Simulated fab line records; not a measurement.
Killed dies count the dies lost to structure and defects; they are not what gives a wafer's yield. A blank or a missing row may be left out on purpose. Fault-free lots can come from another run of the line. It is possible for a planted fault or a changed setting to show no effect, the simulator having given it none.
The same fault as seen by 2 desks ; flow gf180mcu ; only its own numbers are on each desk; what lay behind them is given at the end

## DESK OF THE TOOL OWNER: pecvd-04
The tool's own readings at GF_SAB_CVD_00 (deposits SiO2 from TEOS, target thk 50 nm, time 4.9302 s): means of the sampled wafers that have a number, for each lot that ran on this tool. The brackets show how far a lot's mean lies from the usual mean; more than 4 standard deviations puts the lot out of limits, marked OUT.
Columns: A = heaterPowerW at GF_SAB_CVD_00, usual 637 W; B = rfFwdPowerW at GF_SAB_CVD_00, usual 586.4 W
lot;first seen here;A;B
L597;day 16 04:13;696;584.3
L599;day 16 19:50;654;584.2
L606;day 19 11:56;629;584.4
L607;day 19 17:30;661;583.1
This desk's finding: nothing out of limits on any of the 4 lots.

## FROM THE METROLOGY DESK
What the gauges read for every lot (on any tool): the sampled wafers with a number, averaged. The brackets show how far a lot's mean lies from the usual mean; more than 4 standard deviations puts the lot out of limits, marked OUT.
Columns: A = SAB_CVD_00_THK at GF_SAB_THK_MEAS_01, usual 50.3 nm; B = cdNm at GF_SAB_CD_MEAS_09, usual 419.4 nm; C = CONTACT_CVD_02_THK at GF_CONTACT_THK_MEAS_03, usual 864 nm
lot;first seen here;A;B;C
L592;day 14 07:28;50.0;422.2;853
L593;day 14 15:27;50.1;419.8;861
L594;day 14 22:46;50.6;417.9;865
L595;day 15 07:29;49.8;421.0;865
L596;day 15 18:07;50.2;417.6;864
L597;day 16 04:14;50.7;416.8;866
L599;day 16 19:51;50.5;420.0;865
L600;day 17 03:15;50.5;418.1;853
L606;day 19 11:58;42.7 (-10) OUT;418.4;872
L607;day 19 17:32;42.1 (-11) OUT;420.7;875
L610;day 21 00:20;50.0;420.4;867
L611;day 21 05:19;49.7;419.9;861
L612;day 21 10:52;50.1;421.7;867
L613;day 21 18:02;50.0;421.4;861
This desk's finding: out of limits on L606, L607; first on L606, day 19 11:58 (SAB_CVD_00_THK at GF_SAB_THK_MEAS_01). Within limits: L592, L593, L594, L595, L596, L597, L599, L600, L610, L611, L612, L613.

## TAKEN TOGETHER
On L606, L607, the metrology desk was in a position to raise an alarm at day 19 11:58.
Nothing out of limits was seen by the tool owner's desk.
Tool owner's desk: L606, L607 on record, inside its limits.
On pecvd-04, each named lot ran GF_SAB_CVD_00.

## WHAT THE SIMULATOR HAD INSERTED
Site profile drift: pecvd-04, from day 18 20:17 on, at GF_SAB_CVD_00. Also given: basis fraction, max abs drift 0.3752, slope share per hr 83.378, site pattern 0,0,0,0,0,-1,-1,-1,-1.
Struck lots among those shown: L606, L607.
Hours from the fault's start to each desk's first reading out of limits: the metrology desk, 16.
